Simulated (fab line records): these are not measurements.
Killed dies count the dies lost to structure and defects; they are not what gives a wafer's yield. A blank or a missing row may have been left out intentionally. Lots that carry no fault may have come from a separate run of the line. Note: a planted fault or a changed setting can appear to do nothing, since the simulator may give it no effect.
Comparing a struck lot with a sound one || flow sky130 || 17 out of 708 route steps
Sound: the wafers L799.3, L799.4, L799.5. Struck: wafers L804.1, L804.5, L804.6. The cause is named last.
Per side, at each step with rows, come the tool, then ch with its chambers, and then its first start. Under that, the readings that differ: sound wafers || struck wafers || difference of the means || sigmas: that difference in standard deviations of wafers without a fault.
alike: a reading whose means differ by less than 2 such deviations, as well as words and numbers matching on both sides. not compared: withheld readings; readings where some wafer has no value; bounds like >300 that might hide an equal value; numbers whose values overlap and for which the record gives no deviation.
Wherever a step has rows on one side only, a row that says differs or no value, or a row with sigmas, the two part there. Non-overlapping numbers with no deviation appear without sigmas and do not part them. A reading that every wafer of one side lacks parts them only if that side has two wafers or more.

SKY_GATE_OXIDE_TW_MEAS_14:
  sound on film_metro-04 at day 18 06:21; struck on film_metro-01 at day 20 12:11
  alike: GATE_OXIDE_TW
then, 3 steps without rows for these wafers: SKY_GATE_OXIDE_CLEAN_15 (cleans in SC1/SC2, time 150 s); SKY_GATE_OXIDE_OXIDATION_16 (stabilise 600 s, purge 300 s, target thk 3.57 nm); SKY_POLY_GATE_CVD_00 (deposits poly-Si, target thk 180 nm, time 720 s).
SKY_POLY_GATE_THK_MEAS_01:
  sound on film_metro-01 at day 18 09:11; struck on film_metro-03 at day 20 15:09
  alike: POLY_GATE_CVD_00_THK
then, 7 steps without rows for these wafers: SKY_RES_PROTECT_DEHYDRATE_00 (time 60 s); SKY_RES_PROTECT_HMDS_01 (prime time 60 s); SKY_RES_PROTECT_COAT_02 (resist thk 1140 nm); SKY_RES_PROTECT_SOFTBAKE_03 (time 60 s); SKY_RES_PROTECT_EXPOSE_04 (exposes mask RPM, target cd 1270 nm); SKY_RES_PROTECT_PEB_05; SKY_RES_PROTECT_DEVELOP_06 (develop time 60 s).
SKY_POLY_GATE_IMPLANT_02:
  sound on implanter-01 ch 0, day 19 15:14; struck on implanter-01 ch 0, day 21 21:30
{"reading": "beam_on_s (s)", "sound": "33.9 32.6 32.9", "struck": "20.9 20.0 20.3", "difference": -12.7, "sigmas": -6}
{"reading": "dose_ions_cm2", "sound": "7.698e+15 7.689e+15 7.69e+15", "struck": "4.705e+15 4.706e+15 4.705e+15", "difference": -2.987e+15, "sigmas": "-99 or more"}
  alike: end_station_pressure_torr
SKY_RES_PROTECT_STRIP_07: strips in O2/N2.
  sound on plasma_asher-03 ch 0,1, day 19 15:23; struck on plasma_asher-01 ch 0,1, day 21 21:39
{"reading": "oes_product_au (a.u.)", "sound": "0.521 0.525 0.517", "struck": "0.544 0.545 0.547", "difference": "+0.024", "sigmas": "+5"}
{"reading": "strip_time_to_endpoint_s (s)", "sound": "23.30 23.34 23.28", "struck": "21.30 21.33 21.32", "difference": -1.99, "sigmas": -55}
  alike: chamber_pressure_mTorr, drypump_motor_current_A
  not compared: rf_hours_counter_h
SKY_RES_PROTECT_TW_MEAS_08:
  sound on film_metro-01 at day 19 15:28; struck on film_metro-01 at day 21 21:45
{"reading": "POLY_GATE_TW", "sound": "4100 4075 4083", "struck": "3932 3957 3924", "difference": -148, "sigmas": -3}
then, 1 step without rows for these wafers: SKY_RES_PROTECT_CLEAN_09 (cleans in SC1/SC2, time 150 s).
-- a jump in the record: the struck wafers' starts before and after are 28 days apart (it breaks off in module RES_PROTECT and resumes in module PAD_OPEN, where the first step shown is number 708 of the route) --
SKY_PAD_OPEN_PROBE_99:
  sound on prober-02 at day 48 21:07; struck on prober-02 at day 50 09:25
{"reading": "model.etest.res_poly.line_ohm_um", "sound": "510.8 512.5 516.5", "struck": "860.5 836.1 835.7", "difference": "+330.8", "sigmas": ""}
{"reading": "model.etest.licon_poly.rc_ohm", "sound": "154.7 155.9 146.3", "struck": "297.8 311.8 302.2", "difference": "+151.6", "sigmas": ""}
{"reading": "model.etest.res_poly.rs_ohm_sq", "sound": "48.95 47.84 48.16", "struck": "79.38 78.87 77.09", "difference": "+30.13", "sigmas": ""}
{"reading": "model.etest.res_poly.rs_ohm_sq_range", "sound": "1.446 0.813 1.183", "struck": "2.976 3.205 4.064", "difference": "+2.268", "sigmas": ""}
{"reading": "model.etest.ring_1v8.delay_ps", "sound": "21.3 21.38 21.46", "struck": "21.55 21.71 21.85", "difference": "+0.32", "sigmas": ""}
{"reading": "model.etest.res_poly.rs_ohm_sq_rim_less_centre", "sound": "-1.162 0.05973 0.3962", "struck": "1.193 1.992 2.186", "difference": "+2.026", "sigmas": ""}
{"reading": "model.etest.nfet_01v8_turned.vt_v (V)", "sound": "0.6859 0.6867 0.6867", "struck": "0.7138 0.7184 0.7163", "difference": "+0.0297", "sigmas": ""}
{"reading": "model.etest.nfet_01v8_swapped.vt_v (V)", "sound": "0.6848 0.684 0.6862", "struck": "0.7138 0.7173 0.7178", "difference": "+0.0313", "sigmas": ""}
  alike: killed_at_M0_to_M3, killed_at_M4_up, killed_at_contacts, killed_at_front_end, killed_at_other, killed_dies, killed_open, killed_short

## WHERE THEY PART
Last at SKY_RES_PROTECT_TW_MEAS_08 as far as this record goes, first at SKY_POLY_GATE_IMPLANT_02. Later steps at which nothing parts them and some readings are alike: SKY_PAD_OPEN_PROBE_99.

WHY: whatever the simulator had introduced
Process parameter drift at SKY_POLY_GATE_IMPLANT_02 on implanter-01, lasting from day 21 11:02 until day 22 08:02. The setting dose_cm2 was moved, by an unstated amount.
